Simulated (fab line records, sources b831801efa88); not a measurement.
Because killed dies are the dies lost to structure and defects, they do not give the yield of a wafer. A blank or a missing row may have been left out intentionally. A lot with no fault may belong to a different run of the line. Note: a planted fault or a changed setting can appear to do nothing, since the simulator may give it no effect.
Problem report, 8D (eight disciplines) form, completed by code / flow gf180mcu / the parts of the form that need people (team, actions taken, sign-off) are left out

== 1. THE ISSUE ==
Wafers without a fault read 4000.1 W, standard deviation 0.63; cathode-dc-power-W at GF_TOP_METAL_SPUTTER_00 reads a mean of 3776.8 W on 6 wafers belonging to 2 lots. That is -99 or more standard deviations from the usual mean.
The step: material Ti, target thk 37.5 nm, time 150 s.
Earliest sighting: wafer L826.2 on pvd-sputter-02 at day 30 18:37. Wafers with a number at this step in the record: 39, from 13 lots. Rule for "out", or "out of limits": more than 4 standard deviations from the usual mean. The other wafers with a number count as sound.

== 2. WHAT IT IS; WHAT IT IS NOT ==
question=which readings at this step | is=cathode-dc-power-W | is not=chamber-pressure-pa, throttle-valve-pct
question=which lots | is=L826, L828 | is not=L816, L818, L819, L820, L822, L824, L825, L830, L831, L835, L838
question=which wafers of those lots | is=all that have a number | is not=-
question=read on which tools | is=pvd-sputter-02 | is not=pvd-sputter-01, pvd-sputter-04
question=when | is=from day 30 18:37 | is not=up to then (21 sound wafers); but 12 sound wafers of L830, L831, L835, L838 came after

== 3. WHAT RULES OUT EACH SUSPECT ==
Counting: a tool at any process step up to the reading remains a suspect when it ran all the lots that are out and ran no sound lot after the first of those.
- pvd-sputter-02 at GF_TOP_METAL_SPUTTER_00 (material Ti, target thk 37.5 nm, time 150 s): kept. All lots that are out passed through it, beginning with L826 at day 30 18:37, and no sound lot followed; its final sound lot before that point was L825 at day 30 08:16. On those wafers its own readings are out: cathode-dc-power-W.
Left after counting: pvd-sputter-02 at GF_TOP_METAL_SPUTTER_00.

== 4. THE CAUSE (what the simulator had put in) ==
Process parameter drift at GF_TOP_METAL_SPUTTER_00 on pvd-sputter-02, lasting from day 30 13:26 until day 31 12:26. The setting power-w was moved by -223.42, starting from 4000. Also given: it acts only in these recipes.
This tool alone remained once counting was done.

== 5. THE EFFECT CHAIN, in route order ==
Each row: a reading whose mean over the struck wafers that have a number lies more than 3 standard deviations from the usual. Readings are gone through only where the record gives a usual standard deviation; hours: the median, over the lots, of the time from a lot's start at the first step in this table giving one to that lot's start at this step; sigmas: the change measured in usual standard deviations.
hours=0; step=GF_TOP_METAL_SPUTTER_00; reading=cathode-dc-power-W; usual=4000.1 W; on struck wafers=3776.8; change=-223.3; sigmas=-99 or more
Its process steps:
- GF_TOP_METAL_SPUTTER_00: material Ti, target thk 37.5 nm, time 150 s.
Later measuring or inspecting steps at which every struck wafer that the step has a row for has a number for every such reading, and none has moved that far: GF_TOP_METAL_RS_MEAS_05.

== 6. HOW IT WOULD HAVE BEEN CAUGHT EARLIER ==
5 hours passed between the start of the fault at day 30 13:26 and the first reading out of limits in this record, taken at day 30 18:37.
